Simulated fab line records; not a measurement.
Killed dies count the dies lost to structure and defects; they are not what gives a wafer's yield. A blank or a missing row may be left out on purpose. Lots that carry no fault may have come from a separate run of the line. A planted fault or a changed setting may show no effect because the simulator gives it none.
8D (eight disciplines) problem report, filled in by code | flow gf180mcu | the parts of the form that need people (team, actions taken, sign-off) are left out

== 1. PROBLEM STATEMENT ==
Across 3 wafers from 2 lots, MIM_ALCU_RS at GF_MIM_RS_MEAS_10 averages 0.1298 ohm/sq, while fault-free wafers read 0.1606 ohm/sq with a standard deviation of 0.0018. That is -17 standard deviations from the usual mean.
The step: measures by four-point-probe.
Earliest sighting: wafer L297.4 on film-metro-01 at day 29 07:24. The record holds 18 wafers of 6 lots with a number at this step. The rule behind "out" and "out of limits": a value lying over 4 standard deviations away from the usual mean. The other wafers with a number count as sound.

== 2. WHAT THIS IS AND IS NOT ==
question                    | is                           | is not
which readings at this step | MIM_ALCU_RS                  | -
which lots                  | L297, L301                   | L290, L291, L302, L304
which wafers of those lots  | L297.4, L297.5, L301.4       | L297.6, L301.1, L301.2
read on which gauges        | film-metro-01, film-metro-02 | -
when                        | from day 29 07:24            | up to then (7 sound wafers); but 8 sound wafers of L301, L302, L304 came after

== 3. WHAT RULES OUT EACH SUSPECT ==
Counting: if a tool at a process step up to the reading ran every lot that is out, it stays a suspect. Sound lots after the first of them don't rule it out here, since some wafers of a struck lot are sound.
- ruled out: the gauge at GF_MIM_RS_MEAS_10. Those wafers that are out were read across 2 gauges (film-metro-01, film-metro-02).
- cmp-01 at GF_V4_CMP_26 (polishes, stops on SiO2, t overpolish 15 s, target thk 0 nm): kept. It ran every lot that is out, first L297 (day 29 06:40).
- pvd-sputter-03 at GF_MIM_SPUTTER_00 (material Ti, target thk 37.5 nm, time 150 s): kept. It ran every lot that is out, first L297 (day 29 06:55).
- pvd-sputter-03 at GF_MIM_SPUTTER_01 (material TiN, target thk 30 nm, time 25 s): kept. It ran every lot that is out, first L297 (day 29 07:01).
- pvd-sputter-03 at GF_MIM_SPUTTER_02 (material AlCu, target thk 450 nm, time 23.9 s): kept. It ran every lot that is out, first L297 (day 29 07:03).
- pvd-sputter-02 at GF_MIM_SPUTTER_08 (material AlCu, target thk 200 nm, time 10.6 s): kept. It processed each lot that is out (first: L297, day 29 07:17); up to then, its last sound lot is L291 (day 27 14:43).
- pvd-sputter-02 at GF_MIM_SPUTTER_09 (material TiN, target thk 35 nm, time 29.2 s): kept. It processed each lot that is out (first: L297, day 29 07:18); up to then, its last sound lot is L291 (day 27 14:44).
Left after counting: cmp-01 at GF_V4_CMP_26, pvd-sputter-03 at GF_MIM_SPUTTER_00, pvd-sputter-03 at GF_MIM_SPUTTER_01, pvd-sputter-03 at GF_MIM_SPUTTER_02, pvd-sputter-02 at GF_MIM_SPUTTER_08, pvd-sputter-02 at GF_MIM_SPUTTER_09.

== 4. THE CAUSE (what the simulator had put in) ==
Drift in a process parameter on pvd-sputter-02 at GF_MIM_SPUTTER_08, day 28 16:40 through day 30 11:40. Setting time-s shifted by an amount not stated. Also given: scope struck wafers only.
This tool is one of the 6 suspects left after counting.

== 5. THE CHAIN OF EFFECTS, in route order ==
Rows list readings where the struck wafers' mean (over those with a number) sits beyond 3 standard deviations from the usual. Only readings for which the record gives a usual standard deviation are gone through. hours: the time from each lot's start at the first step in this table that gives one to its start at this step, as a median over the lots. sigmas: the change in usual standard deviations.
hours | step                 | reading            | usual         | on struck wafers | change  | sigmas
0     | GF_MIM_RS_MEAS_10    | MIM_ALCU_RS        | 0.1606 ohm/sq | 0.1298           | -0.0308 | -17
0     | GF_MIM_THK_MEAS_11   | MIM_ALCU_THK       | 197.5 nm      | 242.8            | +45.3   | +18
18    | GF_MIM_METAL_ETCH_19 | oes-product-au     | 0.940 a.u.    | 1.000            | +0.060  | +9.6
18    | GF_MIM_METAL_ETCH_19 | throttle-valve-pct | 28.285 %      | 28.223           | -0.062  | -5.7
Here are the process steps it includes:
- GF_MIM_METAL_ETCH_19: etches the open film in Cl2/BCl3, stops on Si3N4, target depth 324.5 nm, time 54.1 s.

== 6. HOW IT WOULD HAVE BEEN CAUGHT EARLIER ==
The first out-of-limits reading at a measuring or inspecting step in this record came at day 29 07:24, 15 hours after the fault's start at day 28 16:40.
Of the tool readings at GF_MIM_SPUTTER_08 for which the record gives a usual standard deviation, none was out on any struck wafer, so an alarm limit of 4 standard deviations on them would not have fired.
Lots out: 2; of these, L301 started GF_MIM_SPUTTER_08 on pvd-sputter-02 after day 29 07:24. Holding the tool at that time would have saved it.
